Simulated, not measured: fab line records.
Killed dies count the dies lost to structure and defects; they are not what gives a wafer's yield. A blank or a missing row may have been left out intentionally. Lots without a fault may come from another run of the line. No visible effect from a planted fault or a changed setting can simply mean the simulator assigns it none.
Shared-tool check || flow sky130 || 14 lots, 42 wafers sampled

## WHAT PROMPTED THE OPENING
SKY_LDD_LDN_TW_MEAS_13, reading LDD_LDN_TW: flagged on 2 of 14 lots. No-fault wafers: 1480, standard deviation 14.
Rule: flag the lot when none of its wafers has a number, or when each of its wafers that has one lies beyond 4 standard deviations from that mean. The other lots count as sound.

{"lot": "L297", "measured": "day 22 09:46", "on": "film metro-04", "LDD_LDN_TW, wafer by wafer": "1476 1481 1479", "flag": ""}
{"lot": "L298", "measured": "day 22 20:37", "on": "film metro-01", "LDD_LDN_TW, wafer by wafer": "1516 1512 1517", "flag": ""}
{"lot": "L299", "measured": "day 23 07:57", "on": "film metro-03", "LDD_LDN_TW, wafer by wafer": "1478 1485 1473", "flag": ""}
{"lot": "L301", "measured": "day 24 23:02", "on": "film metro-04", "LDD_LDN_TW, wafer by wafer": "1460 1465 1460", "flag": ""}
{"lot": "L303", "measured": "day 25 07:16", "on": "film metro-01", "LDD_LDN_TW, wafer by wafer": "1506 1508 1508", "flag": ""}
{"lot": "L304", "measured": "day 25 13:08", "on": "film metro-03", "LDD_LDN_TW, wafer by wafer": "1492 1484 1487", "flag": ""}
{"lot": "L305", "measured": "day 25 17:31", "on": "film metro-04", "LDD_LDN_TW, wafer by wafer": "1472 1460 1466", "flag": ""}
{"lot": "L306", "measured": "day 26 08:34", "on": "film metro-03", "LDD_LDN_TW, wafer by wafer": "1478 1475 1472", "flag": ""}
{"lot": "L310", "measured": "day 27 10:10", "on": "film metro-04", "LDD_LDN_TW, wafer by wafer": "1471 1463 1475", "flag": ""}
{"lot": "L315", "measured": "day 28 21:58", "on": "film metro-01", "LDD_LDN_TW, wafer by wafer": "1382 1385 1379", "flag": "FLAGGED"}
{"lot": "L317", "measured": "day 29 15:25", "on": "film metro-04", "LDD_LDN_TW, wafer by wafer": "1468 1470 1477", "flag": ""}
{"lot": "L316", "measured": "day 29 22:44", "on": "film metro-03", "LDD_LDN_TW, wafer by wafer": "1345 1353 1355", "flag": "FLAGGED"}
{"lot": "L319", "measured": "day 30 19:47", "on": "film metro-01", "LDD_LDN_TW, wafer by wafer": "1506 1507 1505", "flag": ""}
{"lot": "L320", "measured": "day 30 20:41", "on": "film metro-04", "LDD_LDN_TW, wafer by wafer": "1473 1474 1478", "flag": ""}
Average over the flagged lots: 1366; offset from the usual -114, equal to -8 standard deviations.

## TOOL THAT RAN EACH LOT
The record holds 1 process step before the reading, out of a route of 708 steps. Read each cell as the tool, then ch plus the chambers that the sampled wafers visited, then the start.
{"lot": "L297", "flag": "", "SKY_LDD_LDN_IMPLANT_11": "implanter-01 ch 0, day 22 09:32"}
{"lot": "L298", "flag": "", "SKY_LDD_LDN_IMPLANT_11": "implanter-03 ch 0, day 22 20:22"}
{"lot": "L299", "flag": "", "SKY_LDD_LDN_IMPLANT_11": "implanter-01 ch 0, day 23 07:42"}
{"lot": "L301", "flag": "", "SKY_LDD_LDN_IMPLANT_11": "implanter-03 ch 0, day 24 22:47"}
{"lot": "L303", "flag": "", "SKY_LDD_LDN_IMPLANT_11": "implanter-02 ch 0, day 25 07:01"}
{"lot": "L304", "flag": "", "SKY_LDD_LDN_IMPLANT_11": "implanter-03 ch 0, day 25 12:54"}
{"lot": "L305", "flag": "", "SKY_LDD_LDN_IMPLANT_11": "implanter-01 ch 0, day 25 17:16"}
{"lot": "L306", "flag": "", "SKY_LDD_LDN_IMPLANT_11": "implanter-03 ch 0, day 26 08:19"}
{"lot": "L310", "flag": "", "SKY_LDD_LDN_IMPLANT_11": "implanter-03 ch 0, day 27 09:55"}
{"lot": "L315", "flag": "FLAGGED", "SKY_LDD_LDN_IMPLANT_11": "implanter-01, day 28 21:45"}
{"lot": "L317", "flag": "", "SKY_LDD_LDN_IMPLANT_11": "implanter-02 ch 0, day 29 15:10"}
{"lot": "L316", "flag": "FLAGGED", "SKY_LDD_LDN_IMPLANT_11": "implanter-01, day 29 22:29"}
{"lot": "L319", "flag": "", "SKY_LDD_LDN_IMPLANT_11": "implanter-01 ch 0, day 30 19:33"}
{"lot": "L320", "flag": "", "SKY_LDD_LDN_IMPLANT_11": "implanter-01 ch 0, day 30 20:26"}
What the steps here do:
- SKY_LDD_LDN_IMPLANT_11
- SKY_LDD_LDN_TW_MEAS_13

## FLAGGED AGAINST TOTAL, ONE TOOL AT A TIME (gauges that did the reading follow at the end)
{"step": "SKY_LDD_LDN_IMPLANT_11", "tool": "implanter-01", "lots run": 7, "flagged": 2, "share of the flagged lots": "all", "sound lots run after its first flagged lot": "2 (L319,L320)"}
{"step": "SKY_LDD_LDN_IMPLANT_11", "tool": "implanter-02", "lots run": 2, "flagged": 0, "share of the flagged lots": "none", "sound lots run after its first flagged lot": "-"}
{"step": "SKY_LDD_LDN_IMPLANT_11", "tool": "implanter-03", "lots run": 5, "flagged": 0, "share of the flagged lots": "none", "sound lots run after its first flagged lot": "-"}
{"step": "SKY_LDD_LDN_TW_MEAS_13", "tool": "film metro-01", "lots run": 4, "flagged": 1, "share of the flagged lots": "some", "sound lots run after its first flagged lot": "1 (L319)"}
{"step": "SKY_LDD_LDN_TW_MEAS_13", "tool": "film metro-03", "lots run": 4, "flagged": 1, "share of the flagged lots": "some", "sound lots run after its first flagged lot": 0}
{"step": "SKY_LDD_LDN_TW_MEAS_13", "tool": "film metro-04", "lots run": 6, "flagged": 0, "share of the flagged lots": "none", "sound lots run after its first flagged lot": "-"}

## WHAT IS ALLOWED BY THE TABLE
1 row of the table ran every flagged lot: implanter-01 at SKY_LDD_LDN_IMPLANT_11.
- implanter-01 at SKY_LDD_LDN_IMPLANT_11: 2 of its 7 lots flagged. After the first flagged lot (L319, L320), sound lots still ran on it; a lasting fault on the whole tool would not permit that. On the flagged lots its readings are blank where sound lots have values: beam energy keV, beam on s, faraday current uA.
Every row of the table either missed a flagged lot or ran a sound lot after the first.

## WHAT THE SIMULATOR HAD INSERTED
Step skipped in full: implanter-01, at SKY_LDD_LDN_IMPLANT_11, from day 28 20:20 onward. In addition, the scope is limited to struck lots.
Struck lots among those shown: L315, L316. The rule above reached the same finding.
